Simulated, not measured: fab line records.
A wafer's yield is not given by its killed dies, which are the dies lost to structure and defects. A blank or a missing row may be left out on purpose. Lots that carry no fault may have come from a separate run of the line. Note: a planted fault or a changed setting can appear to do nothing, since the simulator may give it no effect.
Chamber matching || flow sky130 || SKY_VIA3_ETCH_15 on rieDiel-01: 4 sister chambers
The step etches SiO2 in C4F8/O2/Ar, stops on TiN, target depth 507 nm, time 78 s. 8 wafers are shown with their chamber, then 12 later ones without.

## EACH WAFER AND ITS CHAMBER
{"wafer": "L088.5", "chamber": 1, "oesProductAu (a.u.)": 0.943}
{"wafer": "L089.3", "chamber": 0, "oesProductAu (a.u.)": 0.940}
{"wafer": "L089.4", "chamber": 1, "oesProductAu (a.u.)": 0.944}
{"wafer": "L089.5", "chamber": 2, "oesProductAu (a.u.)": 0.939}
{"wafer": "L089.6", "chamber": 3, "oesProductAu (a.u.)": 0.944}
{"wafer": "L090.2", "chamber": 3, "oesProductAu (a.u.)": 0.941}
{"wafer": "L090.3", "chamber": 0, "oesProductAu (a.u.)": 0.946}
{"wafer": "L090.4", "chamber": 2, "oesProductAu (a.u.)": 0.945}

## WAFERS WITH NO CHAMBER GIVEN
{"wafer": "L092.3", "oesProductAu (a.u.)": 0.941}
{"wafer": "L092.5", "oesProductAu (a.u.)": 0.941}
{"wafer": "L092.6", "oesProductAu (a.u.)": 0.947}
{"wafer": "L093.2", "oesProductAu (a.u.)": 0.956}
{"wafer": "L093.3", "oesProductAu (a.u.)": 0.946}
{"wafer": "L093.5", "oesProductAu (a.u.)": 0.946}
{"wafer": "L096.1", "oesProductAu (a.u.)": 0.939}
{"wafer": "L096.2", "oesProductAu (a.u.)": 0.945}
{"wafer": "L096.5", "oesProductAu (a.u.)": 0.948}
{"wafer": "L095.1", "oesProductAu (a.u.)": 0.952}
{"wafer": "L095.4", "oesProductAu (a.u.)": 0.947}
{"wafer": "L095.6", "oesProductAu (a.u.)": 0.947}

## WHICH CHAMBER EACH ONE RAN IN
{"wafer": "L092.3", "from the rows above": "can't be placed: 2 or 3 or 0 or 1", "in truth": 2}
{"wafer": "L092.5", "from the rows above": "can't be placed: 2 or 3 or 0 or 1", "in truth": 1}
{"wafer": "L092.6", "from the rows above": "can't be placed: 1 or 0 or 3 or 2", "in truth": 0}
{"wafer": "L093.2", "from the rows above": "can't be placed: 1 or 0 or 3 or 2", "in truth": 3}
{"wafer": "L093.3", "from the rows above": "can't be placed: 1 or 0 or 3 or 2", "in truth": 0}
{"wafer": "L093.5", "from the rows above": "can't be placed: 1 or 0 or 3 or 2", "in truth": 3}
{"wafer": "L096.1", "from the rows above": "can't be placed: 2 or 3 or 0 or 1", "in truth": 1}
{"wafer": "L096.2", "from the rows above": "can't be placed: 1 or 0 or 3 or 2", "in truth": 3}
{"wafer": "L096.5", "from the rows above": "can't be placed: 1 or 0 or 3 or 2", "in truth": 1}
{"wafer": "L095.1", "from the rows above": "can't be placed: 1 or 0 or 3 or 2", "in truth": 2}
{"wafer": "L095.4", "from the rows above": "can't be placed: 1 or 0 or 3 or 2", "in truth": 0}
{"wafer": "L095.6", "from the rows above": "can't be placed: 1 or 0 or 3 or 2", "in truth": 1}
0 of 12 placed correctly. Not placeable from these rows: 12 (in 12, the candidates include the true chamber). Wrongly placed: 0.
How it was worked out, from the rows above alone: a wafer's distance from a chamber is the root of the sum, over the readings, of the square of ((its reading less the chamber's mean) divided by the reading's scatter). The wafer belongs to the nearest chamber; if the next one is less than 2 further off, it can't be placed. The mean given for a chamber averages the wafers shown for that chamber. The scatter: the root of (the sum of the squares of (reading less its chamber's mean) over the shown wafers, divided by (wafers less chambers)).
